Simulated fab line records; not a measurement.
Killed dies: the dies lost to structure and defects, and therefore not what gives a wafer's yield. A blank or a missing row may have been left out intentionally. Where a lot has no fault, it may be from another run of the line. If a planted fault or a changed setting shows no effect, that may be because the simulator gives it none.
Which tool was responsible? -- flow sky130 -- 36 wafers from 12 lots sampled at 3 of the route's 708 steps

== WHAT THE GAUGES SHOWED, per wafer ==
SKY_METAL3_OVL_MEAS_14. Usual: METAL3_OVL typically reads 1 nm, with standard deviation 5.
lot,measured,on,METAL3_OVL (nm),flag
L974,day 38 12:56,overlay-01,-3 10 4,
L975,day 39 09:12,overlay-01,6 3 -3,
L977,day 39 17:16,overlay-02,8 -4 2,
L980,day 40 11:59,overlay-01,-1 -2 4,
L982,day 41 11:26,overlay-01,3 -3 -3,
L983,day 41 12:23,overlay-02,1 2 2,
L984,day 41 20:47,overlay-02,-3 6 6,
L986,day 42 10:02,overlay-02,-2 0 -6,
L989,day 43 09:08,overlay-01,4 4 5,
L991,day 43 17:06,overlay-01,-5 4 -4,
L992,day 43 23:08,overlay-02,-13 -2 -3,
L996,day 44 18:15,overlay-02,4 -7 1,

SKY_VIA3_THK_MEAS_01. Usual: VIA3_HDPCVD_THK typically reads 1688 nm, with standard deviation 16.
lot,measured,on,VIA3_HDPCVD_THK (nm),flag
L974,day 38 14:14,filmMetro-02,1709 1671 1682,
L975,day 39 10:22,filmMetro-01,1673 1685 1696,
L977,day 39 18:25,filmMetro-02,1702 1673 1719,
L980,day 40 13:07,filmMetro-04,1692 1689 1704,
L982,day 41 12:35,filmMetro-04,1716 1703 1707,
L983,day 41 13:31,filmMetro-04,1658 1703 1694,
L984,day 41 22:01,filmMetro-01,1699 1706 1721,
L986,day 42 11:13,filmMetro-02,1695 1692 1672,
L989,day 43 10:16,filmMetro-04,1708 1679 1675,
L991,day 43 18:13,filmMetro-01,1643 1689 1667,
L992,day 44 00:26,filmMetro-02,1697 1702 1684,
L996,day 44 19:31,filmMetro-04,1663 1680 1664,

== WHAT TOOL EACH LOT RAN ON (gives the tool, then ch and the chambers of the sampled wafers, and finally the start) ==
lot,SKY_METAL3_METAL_ETCH_18
L974,"rieMetal-03 ch 0, day 38 13:07"
L975,"rieMetal-04 ch 0,1, day 39 09:26"
L977,"rieMetal-03 ch 0,1, day 39 17:29"
L980,"rieMetal-01 ch 0,1, day 40 12:10"
L982,"rieMetal-01 ch 0,1, day 41 11:37"
L983,"rieMetal-04 ch 0,1, day 41 12:34"
L984,"rieMetal-01 ch 0,1, day 41 20:59"
L986,"rieMetal-03 ch 0,1, day 42 10:16"
L989,"rieMetal-01 ch 0,1, day 43 09:19"
L991,"rieMetal-04 ch 0,1, day 43 17:17"
L992,"rieMetal-04 ch 1, day 43 23:20"
L996,"rieMetal-03 ch 0,1, day 44 18:37"
- SKY_METAL3_METAL_ETCH_18: etches the open film in Cl2/BCl3, stops on SiO2, target depth 845 nm, time 183.1 s.

== WHAT THE TOOLS THEMSELVES READ (means of the sampled wafers that have a number; where no wafer has one, the mark that the record gives instead) ==
SKY_METAL3_METAL_ETCH_18. Usual: bcl3FlowSccm 30.02 sccm, standard deviation 0.095; drypumpMotorCurrentA 5.3 A, standard deviation 0.32; oesProductAu 0.865 a.u., standard deviation 0.0056; throttleValvePct 22.264 %, standard deviation 0.0098.
lot,tool,bcl3FlowSccm (sccm),drypumpMotorCurrentA (A),oesProductAu (a.u.),throttleValvePct (%),flag
L974,rieMetal-03,30.21,5.1,0.860,22.268,
L975,rieMetal-04,30.00,5.4,0.868,22.260,
L977,rieMetal-03,30.09,5.5,0.866,22.268,
L980,rieMetal-01,29.99,5.3,0.864,22.271,
L982,rieMetal-01,30.04,5.3,0.866,22.268,
L983,rieMetal-04,30.02,5.1,0.868,22.263,
L984,rieMetal-01,29.93,5.3,0.865,22.259,
L986,rieMetal-03,30.04,5.4,0.871,22.247,
L989,rieMetal-01,30.08,5.3,0.872,22.263,
L991,rieMetal-04,29.96,5.1,0.867,22.272,
L992,rieMetal-04,29.95,4.9,0.864,22.259,
L996,rieMetal-03,30.09,5.5,0.857,22.260,

== THE ANSWER, worked out from the rows above alone ==
Rule: a lot is off if the mean of its wafers that have a number lies more than 3 standard deviations from the usual mean. A lot without any number at a reading at which 4 lots or more have one is off too. Where the step has rows for the other lots, those lots are counted as sound. The gauges are gone through in route order, then the tools' own readings, and for those a lot's mean is taken as printed above. The first step at which some lot is off is used, and at that step the reading that is off furthest; a lot without a number counts as furthest.
Across all readings shown, no lot is off: no conclusion can be drawn from this.

== WHAT HAD BEEN PUT IN BY THE SIMULATOR ==
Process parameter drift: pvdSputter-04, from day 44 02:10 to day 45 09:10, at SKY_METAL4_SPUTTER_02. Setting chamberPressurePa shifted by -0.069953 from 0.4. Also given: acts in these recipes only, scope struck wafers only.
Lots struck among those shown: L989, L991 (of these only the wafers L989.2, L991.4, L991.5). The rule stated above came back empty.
